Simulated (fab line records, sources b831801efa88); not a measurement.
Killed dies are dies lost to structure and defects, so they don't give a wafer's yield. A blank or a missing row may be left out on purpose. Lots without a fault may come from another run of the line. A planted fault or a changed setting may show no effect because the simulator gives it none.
Split-lot experiment | flow sfq_line | 5 lots, 23 wafers read, on a route of 325 steps

THE SPLIT
At SFQ_TRILAYER_I6_VIA_LITHO_COAT_169 (resist thk 650 nm), the setting spin_rpm was moved away from the recipe's 3000 rpm on 8 of the 23 wafers read, by -6.7% to +7.3%. The other wafers ran this setting at the recipe's value.

FROM THE SPLIT TO THE READING: what the file shows between them, 3 steps
- SFQ_TRILAYER_I6_VIA_LITHO_SOFTBAKE_173
- SFQ_TRILAYER_I6_VIA_LITHO_EXPOSE_170: exposes mask I6, target cd 700 nm
- SFQ_TRILAYER_I6_VIA_LITHO_DEVELOP_171: time 60 s

THE READING
KrF_of_TRILAYER_I6_VIA_LITHO_COAT_169.thk_nm (the simulator's own value, which no gauge read), in nm, at SFQ_TRILAYER_I6_VIA_BARC_OPEN_VIA_ETCH_235 (etches BARC in O2, target depth 125 nm, time 41.7 s). The file gives no usual value for it. The 15 wafers here that ran the recipe average 573.0 nm, standard deviation 1.7 nm.

wafer  | tool, chamber at the split | spin_rpm as run, rpm | against the recipe | KrF_of_TRILAYER_I6_VIA_LITHO_COAT_169.thk_nm, nm | against lot-mates on the recipe
L074.1 | litho_track-03, 0          | 3000                 | recipe             | 572.2                                            | -
L074.2 | litho_track-03, 0          | 3157                 | +5.2%              | 555.2                                            | -17.5
L074.3 | litho_track-03, 0          | 3157                 | +5.2%              | 556.1                                            | -16.6
L074.4 | litho_track-03, 0          | 3000                 | recipe             | 573.2                                            | -
L074.5 | litho_track-03, 0          | 3157                 | +5.2%              | 554.9                                            | -17.8
L075.1 | litho_track-01, 0          | 3000                 | recipe             | 576.3                                            | -
L075.3 | litho_track-01, 0          | 3000                 | recipe             | 575.4                                            | -
L075.4 | litho_track-01, 0          | 3000                 | recipe             | 572.5                                            | -
L075.5 | litho_track-01, 0          | 3220                 | +7.3%              | 553.1                                            | -21.6
L075.6 | litho_track-01, 0          | 3220                 | +7.3%              | 553.1                                            | -21.6
L079.1 | litho_track-02, 0          | 3000                 | recipe             | 573.8                                            | -
L079.2 | litho_track-02, 0          | 3000                 | recipe             | 573.7                                            | -
L079.5 | litho_track-02, 0          | 3000                 | recipe             | 574.2                                            | -
L082.1 | litho_track-02, 0          | 3000                 | recipe             | 574.3                                            | -
L082.2 | litho_track-02, 0          | 2800                 | -6.7%              | 594.1                                            | +20.9
L082.4 | litho_track-02, 0          | 2800                 | -6.7%              | 596.4                                            | +23.1
L082.5 | litho_track-02, 0          | 2800                 | -6.7%              | 594.6                                            | +21.4
L082.6 | litho_track-02, 0          | 3000                 | recipe             | 572.2                                            | -
L085.1 | litho_track-03, 0          | 3000                 | recipe             | 570                                              | -
L085.2 | litho_track-03, 0          | 3000                 | recipe             | 570.8                                            | -
L085.4 | litho_track-03, 0          | 3000                 | recipe             | 573.6                                            | -
L085.5 | litho_track-03, 0          | 3000                 | recipe             | 572.2                                            | -
L085.6 | litho_track-03, 0          | 3000                 | recipe             | 570.5                                            | -

THE FIT
A straight line over all 23 wafers: KrF_of_TRILAYER_I6_VIA_LITHO_COAT_169.thk_nm changes by -3.13 nm for each +1% of spin_rpm; r = -0.99; the points scatter about the line by 1.9 nm.
The same after taking each lot's own level away (the mean of its wafers on the recipe; 23 wafers): -3.18 nm for each +1%; r = -1.00; scatter 1.2 nm.
On that fit, the largest move of spin_rpm shifts the reading by 23 nm.
The lots' own levels span 571.42 to 574.73 nm, that is 1.9 times the standard deviation above.
So the lot-to-lot level changes the slope little: the two slopes agree.
Check: with one of the wafers moved furthest among these (+7.3%) left out of the fit, the line predicts -23.5 nm for it against its lot-mates. It came out at -21.6 nm against them.

OTHER SPLITS ON THESE WAFERS
These wafers also went through other splits before the reading. Each is held against what the fit with the lots' levels taken away leaves over:
other split on the same wafers           | wafers away from the commonest value | r with KrF_of_TRILAYER_I6_VIA_LITHO_COAT_169.thk_nm (lot level and that fit taken away)
SFQ_TRILAYER_R5_LITHO_PEB_139 peb_temp_c | 10                                   | -0.37
SFQ_TRILAYER_I5_LITHO_COAT_144 spin_rpm  | 11                                   | -0.07
SFQ_TRILAYER_M6_DEP_SPUTTER_157 time_s   | 6                                    | +0.14

THE WHOLE CHAIN: every reading that the file lists as answering this split, in the file's order
step                                       | what it does                                        | reading                                                                                       | change (the file's fit)              | r (the file's)
SFQ_TRILAYER_I6_VIA_LITHO_COAT_169         | resist thk 650 nm                                   | KrF_of_TRILAYER_I6_VIA_LITHO_COAT_169.thk_nm (the simulator's own value, which no gauge read) | -3.16 nm for each +1% of the setting | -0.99
SFQ_TRILAYER_I6_VIA_BARC_OPEN_VIA_ETCH_235 | etches BARC in O2, target depth 125 nm, time 41.7 s | KrF_of_TRILAYER_I6_VIA_LITHO_COAT_169.thk_nm (the simulator's own value, which no gauge read) | -3.14 nm for each +1% of the setting | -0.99

THE FILE'S OWN FIT
KrF_of_TRILAYER_I6_VIA_LITHO_COAT_169.thk_nm changes by -3.14 nm for each +1% of spin_rpm, r = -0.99.
